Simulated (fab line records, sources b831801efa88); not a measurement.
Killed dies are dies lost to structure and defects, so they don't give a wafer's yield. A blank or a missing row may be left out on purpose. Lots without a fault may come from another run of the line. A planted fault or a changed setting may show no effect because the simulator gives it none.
fab line records | flow sky130
record lots=6 wafers=18 last_day=50
route steps=708 shown POLY_CUT@312 SD_P@320 PAD_OPEN@708
lots that met no fault: from a run of the same line without faults
start_h: hours from the record's first day to the start of the lot's first wafer shown | wait_h: hours since the lot's step before | " the same as in the row above | L1.1+2: a row that stands for several wafers | - no value, or no start given | * or withheld: withheld | < > ~ a bound
route shown NAME@n: a module of which the file shows steps, and the number in the route of the first | usual: mean/standard deviation of fault-free wafers | same: alike in all rows | chamber/n: place in a boat | sites: the reading at each site | _std_site: their standard deviation | _edge_site: outer sites' mean less inner sites' | radius_mm: how far each site lies from the wafer's centre | mask NAME#n: copy n | behind: the tool/chamber that last shaped the wafer | hold: why the lot was held/for how many hours/how that ended | device: the transistor (n, p or np) that didn't switch | end of line: the same wafers' tests at the end of the route | a step without rows: its recipe alone | killed: dies lost to structure and defects at the first sort, not the wafer's yield | map: a wafer's dies, x killed, . not, _ none there
set.NAME: the setting as run; set.NAME@STEP: as run at that earlier step | model.NAME: the simulator's own value behind a step, which no gauge read
lots at some steps of the route; a table a step, a row a wafer
services: from which hour (start_h, from the record's first day; less than 0 if before it) a tool's chamber was out of use, for how many hours, and why
## steps
# step SKY_POLY_CUT_EXPOSE_05
# recipe mask_id=NPCM na=0.8 source_shape=annular sigma_inner=0.55 sigma_outer=0.85 target_cd_nm=270 dose_mj=32
# step SKY_POLY_CUT_PEB_06
# recipe peb_temp_c=withheld peb_time_s=withheld resist=KrF-thick
# step SKY_POLY_CUT_DEVELOP_07
# recipe develop_time_s=60 resist=KrF-thick dev_temp_c=21
# step SKY_POLY_CUT_CD_MEAS_08
# recipe target_cd_nm=270
# usual cd_nm=270.5/1.5
# columns lot.wafer tool chamber start_h wait_h cd_nm
L198.2 cd_sem-01 - 610.18 - 270.7
L198.4 " - " " 270.8
L198.6 " - " " 270.2
L199.1 cd_sem-01 - 612.91 - 271.2
L199.4 " - " " 270.7
L199.5 " - " " 270.6
L206.1 cd_sem-01 - 669.12 - 268.3
L206.4 " - " " 269.1
L206.6 " - " " 270.2
L210.4 cd_sem-02 - 705.53 - 272.7
L210.5 " - " " 271.9
L210.6 " - " " 271.7
L214.1 cd_sem-01 - 726.98 - 270.6
L214.4 " - " " 272.1
L214.6 " - " " 270.5
L216.2 cd_sem-02 - 747.29 - 271.5
L216.3 " - " " 271.3
L216.4 " - " " 271.2
# step SKY_POLY_CUT_OVL_MEAS_09
# usual POLY_CUT_OVL=-1/4.8
# columns lot.wafer tool chamber start_h wait_h POLY_CUT_OVL[nm]
L198.2 overlay-01 - 610.29 0.1 9
L198.4 " - " " 1
L198.6 " - " " 8
L199.1 overlay-02 - 613.03 0.1 -12
L199.4 " - " " -3
L199.5 " - " " -7
L206.1 overlay-01 - 669.24 0.1 -4
L206.4 " - " " 1
L206.6 " - " " -6
L210.4 overlay-02 - 705.60 0.1 -4
L210.5 " - " " -3
L210.6 " - " " -1
L214.1 overlay-01 - 727.10 0.1 -6
L214.4 " - " " 4
L214.6 " - " " -3
L216.2 overlay-02 - 747.39 0.1 -1
L216.3 " - " " -5
L216.4 " - " " 0
# step SKY_POLY_CUT_ETCH_10
# recipe chemistry=N2/H2 target=BARC ion_energy_ev=200 source_w=500 bias_w=100 pressure_mtorr=30 n2_flow_sccm=100 h2_flow_sccm=200 stop_on=SiO2 time_s=45.9 target_depth_a=600
# usual chamber_pressure_mTorr=30.000/0.027 drypump_motor_current_A=5.6/0.39 n2_flow_sccm=100.0/0.31 oes_product_au=0.855/0.0052 throttle_valve_pct=13.225/0.0095
# same time_s=45.9
# columns lot.wafer tool chamber start_h wait_h chamber_pressure_mTorr drypump_motor_current_A n2_flow_sccm oes_product_au rf_hours_counter_h throttle_valve_pct
L198.2 rie_diel-03 3 610.32 0.0 30.015 5.5 100.2 0.867 1 13.216
L198.4 " 2 " " 29.983 5.4 99.8 0.863 3 13.231
L198.6 " 0 " " 29.991 6.0 100.1 0.855 - 13.227
L199.1 rie_diel-01 2 613.07 0.0 30.050 5.4 99.9 0.850 7 13.224
L199.4 " 0 " " 29.988 5.5 100.3 0.860 43 13.225
L199.5 " 2 " " 29.998 5.4 100.3 0.855 - 13.224
L206.1 rie_diel-03 0 669.27 0.0 30.009 6.0 99.6 0.857 5 13.232
L206.4 " 2 " " 30.030 5.4 99.8 0.844 5 13.225
L206.6 " 1 " " 29.994 5.0 100.4 0.857 - 13.224
L210.4 rie_diel-02 3 705.62 0.0 29.994 6.0 99.7 0.858 36 13.228
L210.5 " 1 " " 29.977 6.4 100.0 0.863 - 13.227
L210.6 " 2 " " 30.061 5.8 100.0 0.849 - 13.233
L214.1 rie_diel-01 2 727.13 0.0 29.983 5.4 99.9 0.864 9 13.207
L214.4 " 0 " " 29.976 5.6 100.3 0.857 46 13.227
L214.6 " 3 " " 30.009 5.6 100.1 0.855 - 13.219
L216.2 rie_diel-03 2 747.42 0.0 29.999 5.4 100.1 0.858 6 13.224
L216.3 " 1 " " 30.005 5.0 99.8 0.858 4 13.218
L216.4 " 1 " " 30.008 5.0 100.3 0.864 - 13.219
# step SKY_POLY_CUT_ETCH_11
# recipe target=Si3N4 chemistry=CF4/CH2F2/Ar stop_on=poly-Si source_w=593.1 bias_w=150 pressure_mtorr=40 cf4_flow_sccm=40 ch2f2_flow_sccm=20 Ar_flow_sccm=150 time_s=42.5 target_depth_a=600
# usual chamber_pressure_mTorr=40.00/0.036 drypump_motor_current_A=5.6/0.39 oes_product_au=0.830/0.0058 throttle_valve_pct=14.995/0.0089
# same time_s=42.5
# columns lot.wafer tool chamber start_h wait_h chamber_pressure_mTorr drypump_motor_current_A oes_product_au rf_hours_counter_h throttle_valve_pct
L198.2 rie_diel-03 3 610.36 0.0 40.07 5.5 0.826 1 14.990
L198.4 " 2 " " 39.99 5.4 0.823 3 15.002
L198.6 " 0 " " 40.03 6.0 0.833 - 15.001
L199.1 rie_diel-01 2 613.11 0.0 40.04 5.4 0.825 7 15.004
L199.4 " 0 " " 39.97 5.6 0.832 43 14.984
L199.5 " 2 " " 40.01 5.4 0.824 - 14.979
L206.1 rie_diel-03 0 669.31 0.0 40.00 6.0 0.825 5 14.994
L206.4 " 2 " " 39.98 5.4 0.831 5 15.000
L206.6 " 1 " " 40.00 5.0 0.826 - 14.996
L210.4 rie_diel-02 3 705.66 0.0 40.00 6.0 0.831 36 14.996
L210.5 " 1 " " 39.97 6.4 0.835 - 14.995
L210.6 " 2 " " 39.99 5.9 0.827 - 14.982
L214.1 rie_diel-01 2 727.17 0.0 40.04 5.4 0.827 9 14.988
L214.4 " 0 " " 40.02 5.6 0.844 46 14.991
L214.6 " 3 " " 40.10 5.6 0.836 - 15.001
L216.2 rie_diel-03 2 747.46 0.0 40.01 5.4 0.827 6 14.983
L216.3 " 1 " " 39.90 5.0 0.819 4 15.006
L216.4 " 1 " " 39.93 5.0 0.831 - 14.995
# step SKY_POLY_CUT_STRIP_12
# recipe chemistry=O2/N2 power_w=1400 pressure_mtorr=1500 platen_temp_c=withheld o2_flow_sccm=3000 n2_flow_sccm=300 overash_fraction=0.5
# usual chamber_pressure_mTorr=1500.0/1.3 drypump_motor_current_A=6.0/0.59 n2_flow_sccm=299.9/0.9 oes_product_au=0.452/0.004 strip_time_to_endpoint_s=5.360/0.016
# columns lot.wafer tool chamber start_h wait_h chamber_pressure_mTorr drypump_motor_current_A n2_flow_sccm oes_product_au rf_hours_counter_h strip_time_to_endpoint_s
L198.2 plasma_asher-04 1 610.40 0.0 1501.7 6.1 300.3 0.448 47 5.346
L198.4 " 1 " " 1499.4 6.1 301.5 0.450 - 5.339
L198.6 " 0 " " 1502.4 6.7 301.1 0.452 - 5.367
L199.1 plasma_asher-04 0 613.15 0.0 1498.9 6.7 299.6 0.446 47 5.343
L199.4 " 0 " " 1499.0 6.7 299.5 0.455 - 5.361
L199.5 " 0 " " 1500.4 6.7 299.9 0.458 - 5.361
L206.1 plasma_asher-03 1 669.35 0.0 1500.4 5.5 299.3 0.450 24 5.362
L206.4 " 0 " " 1498.2 5.1 300.2 0.446 - 5.372
L206.6 " 1 " " 1500.9 5.5 300.6 0.448 - 5.347
L210.4 plasma_asher-04 0 705.74 0.1 1498.7 6.7 298.8 0.451 - 5.331
L210.5 " 1 " " 1497.5 6.1 300.2 0.453 - 5.347
L210.6 " 0 " " 1498.9 6.7 298.3 0.454 - 5.340
L214.1 plasma_asher-04 1 727.21 0.0 1501.2 6.1 300.4 0.454 59 5.341
L214.4 " 0 " " 1500.1 6.7 299.0 0.449 - 5.379
L214.6 " 1 " " 1500.1 6.1 299.6 0.454 - 5.358
L216.2 plasma_asher-04 1 747.50 0.0 1500.1 6.1 301.3 0.447 61 5.361
L216.3 " 0 " " 1501.8 6.7 300.1 0.448 - 5.363
L216.4 " 1 " " 1500.8 6.1 300.4 0.453 - 5.389
# step SKY_SD_P_DEHYDRATE_00
# recipe temp_c=200 time_s=60
# step SKY_SD_P_HMDS_01
# recipe prime_time_s=60 prime_temp_c=120
# step SKY_SD_P_COAT_02
# recipe resist=NOVOLAK spin_rpm=3000 resist_thk_nm=1140
# step SKY_SD_P_SOFTBAKE_03
# recipe temp_c=90 time_s=60 resist=NOVOLAK
# step SKY_SD_P_EXPOSE_04
# recipe mask_id=PSDM na=0.6 source_shape=conventional sigma_outer=0.6 polarization=unpolarized target_cd_nm=380 dose_mj=138
# columns lot.wafer tool chamber start_h wait_h mask model.SD_P.overlay_x_nm
L198.2+4+6 iline_stepper-01 0 624.05 - PSDM#0 -0.4132
L199.1+4+5 iline_stepper-02 0 626.65 - PSDM#0 0.4586
L206.1+4+6 iline_stepper-02 0 683.60 - PSDM#0 70.75
L210.4+5+6 iline_stepper-02 0 718.74 - PSDM#0 71.02
L214.1+4+6 iline_stepper-01 0 740.50 - PSDM#0 -0.4808
L216.2+3+4 iline_stepper-01 0 761.60 - PSDM#0 -0.9954
# step SKY_SD_P_PEB_05
# recipe temp_c=withheld time_s=* resist=NOVOLAK
# step SKY_SD_P_DEVELOP_06
# recipe resist=NOVOLAK developer=TMAH develop_time_s=60 dev_temp_c=23
# step SKY_SD_P_CD_MEAS_07
# recipe target_cd_nm=380
# usual cd_nm=381.0/2.4
# columns lot.wafer tool chamber start_h wait_h cd_nm
L198.2 cd_sem-01 - 638.22 0.1 379.1
L198.4 " - " " 380.6
L198.6 " - " " 379.9
L199.1 cd_sem-02 - 640.70 0.1 382.6
L199.4 " - " " 382.6
L199.5 " - " " 382.3
L206.1 cd_sem-01 - 697.38 0.1 377.7
L206.4 " - " " 379.0
L206.6 " - " " 377.9
L210.4 cd_sem-02 - 732.29 0.1 381.3
L210.5 " - " " 382.5
L210.6 " - " " 379.1
L214.1 cd_sem-01 - 753.60 0.1 377.7
L214.4 " - " " 378.1
L214.6 " - " " 380.2
L216.2 cd_sem-02 - 774.27 0.1 375.6
L216.3 " - " " 379.0
L216.4 " - " " 379.7
# step SKY_SD_P_OVL_MEAS_08
# usual SD_P_OVL=-1.2/1.6
# columns lot.wafer tool chamber start_h wait_h SD_P_OVL[nm]
L198.2 overlay-01 - 638.33 0.1 0.6
L198.4 " - " " 1.8
L198.6 " - " " 0.5
L199.1 overlay-01 - 640.82 0.1 -1.8
L199.4 " - " " 0.6
L199.5 " - " " -1.4
L206.1 overlay-02 - 697.50 0.1 67.7
L206.4 " - " " 67.5
L206.6 " - " " 68.6
L210.4 overlay-01 - 732.36 0.1 71.0
L210.5 " - " " 72.5
L210.6 " - " " 71.2
L214.1 overlay-02 - 753.72 0.1 -3.5
L214.4 " - " " -0.8
L214.6 " - " " -2.8
L216.2 overlay-02 - 774.38 0.1 -1.6
L216.3 " - " " -1.2
L216.4 " - " " -1.7
# step SKY_SD_P_IMPLANT_09
# recipe species=BF2 energy_kev=20 dose_cm2=3e+15 tilt_deg=0
# step SKY_PAD_OPEN_PROBE_99
# usual killed_at_M0_to_M3=44/7.9 killed_at_M4_up=3.1/2 killed_at_contacts=23/4.9 killed_at_front_end=15/3.9 killed_at_other=0.2/0.49 killed_dies=86/10 killed_open=47/7.1 killed_short=39/7.1
# same gross_dies=492 killed_at_back_side=0
# columns lot.wafer tool chamber start_h wait_h killed_at_M0_to_M3 killed_at_M4_up killed_at_contacts killed_at_front_end killed_at_other killed_dies killed_open killed_short
L198.2 prober-01 - 1110.49 0.1 39 3 28 14 0 84 33 50
L198.4 prober-01 - 1110.59 0.2 33 4 22 19 0 78 37 39
L198.6 prober-01 - 1110.69 0.2 31 0 24 18 1 74 33 41
L206.1 prober-01 - 1149.81 0.1 57 4 34 17 1 113 58 54
L206.4 prober-01 - 1149.96 0.2 42 5 20 20 0 87 55 32
L206.6 prober-01 - 1150.06 0.2 47 1 29 17 0 94 55 39
# killed by level:class
L198.2 LOCAL_INTERCONNECT:geometric_particle:short=10 METAL2:geometric_particle:short=7 CONTACT:geometric_particle:short=6 CONTACT:geometric_particle:open=6 VIA1:geometric_particle:open=5 VIA1:geometric_particle:short=5 VIA2:geometric_particle:short=5 FIELD_ISO:geometric_particle:open=4
L198.4 VIA1:geometric_particle:open=9 CONTACT:geometric_particle:open=8 POLY_GATE:geometric_particle:short=6 VIA1:geometric_particle:short=6 METAL2:geometric_particle:short=5 SPACER:geometric_particle:open=4 LI_CONTACT:geometric_particle:open=4 LOCAL_INTERCONNECT:geometric_particle:short=4
L198.6 VIA1:geometric_particle:open=10 LOCAL_INTERCONNECT:geometric_particle:short=9 CONTACT:geometric_particle:short=8 FIELD_ISO:geometric_particle:short=6 CONTACT:geometric_particle:open=6 METAL2:geometric_particle:short=5 VIA3:geometric_particle:open=5 SPACER:geometric_particle:short=4
L206.1 VIA1:geometric_particle:open=13 VIA2:geometric_particle:open=10 LI_CONTACT:geometric_particle:open=9 CONTACT:geometric_particle:open=9 LOCAL_INTERCONNECT:geometric_particle:short=6 LI_CONTACT:geometric_particle:short=6 VIA2:geometric_particle:short=6 METAL2:geometric_particle:short=6
L206.4 VIA1:geometric_particle:open=15 CONTACT:geometric_particle:open=7 LI_CONTACT:geometric_particle:open=6 CONTACT:geometric_particle:short=6 VIA2:geometric_particle:open=6 FIELD_ISO:geometric_particle:short=5 POLY_GATE:geometric_particle:short=4 METAL2:geometric_particle:short=4
L206.6 VIA1:geometric_particle:open=16 CONTACT:geometric_particle:open=15 FIELD_ISO:geometric_particle:short=7 LI_CONTACT:geometric_particle:open=7 VIA1:geometric_particle:short=6 VIA2:geometric_particle:open=5 METAL1:geometric_particle:short=5 VIA3:geometric_particle:open=5
## services
# columns tool chamber start_h hours kind
rie_diel-01 - 593.50 1.2 repair
iline_stepper-02 0 602.93 - calibration
rie_diel-03 1 614.17 24.2 repair
rie_diel-03 1 639.47 10.1 repair
rie_diel-01 3 641.79 8.6 repair
iline_stepper-02 - 647.28 2.1 pm
iline_stepper-02 - 649.36 - consumable_replace:lamp
rie_diel-01 0 666.30 5.0 repair
plasma_asher-03 - 673.77 28.1 pm
rie_diel-01 2 676.36 3.9 repair
rie_diel-02 - 677.11 2.4 repair
rie_diel-01 0 680.42 3.5 repair
rie_diel-03 0 707.39 6.2 repair
rie_diel-01 3 708.00 5.0 repair
rie_diel-03 3 716.67 3.8 repair
iline_stepper-01 - 718.44 2.5 repair
iline_stepper-02 - 723.69 1.7 pm
iline_stepper-01 0 724.04 - calibration
iline_stepper-01 - 740.88 12.4 repair
rie_diel-03 0 744.74 3.4 repair
rie_diel-03 0 753.20 2.8 repair
rie_diel-01 3 757.99 - clean
rie_diel-01 3 757.99 15.6 scheduled_down
rie_diel-01 3 757.99 15.6 vent_cycle
## key
first_sign step=SKY_SD_P_OVL_MEAS_08 reading=SD_P_OVL direction=up sigmas=44 usual=-1.2 struck=69.8
effect none on later readings
model_effect step=SKY_SD_P_EXPOSE_04 value=SD_P.overlay_x_nm without=0.3353 struck=70.88
met_at SKY_SD_P_EXPOSE_04
struck_wafers L206.1,L206.4,L206.6,L210.4,L210.5,L210.6
tester_left_out L206,L210
onset_between 626.65 683.60
fault kind=scanner_matching_overlay tool=iline_stepper-02 chamber=- onset_h=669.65 steps=SKY_SD_P_EXPOSE_04 offset=70.548
# tester_left_out: of these lots the tester's yield and bins aren't shown, on N5 and GAA mostly nor the transistor test; their killed dies are dies lost to structure and defects alone, not to doping, threshold or leakage, so they don't give the yield
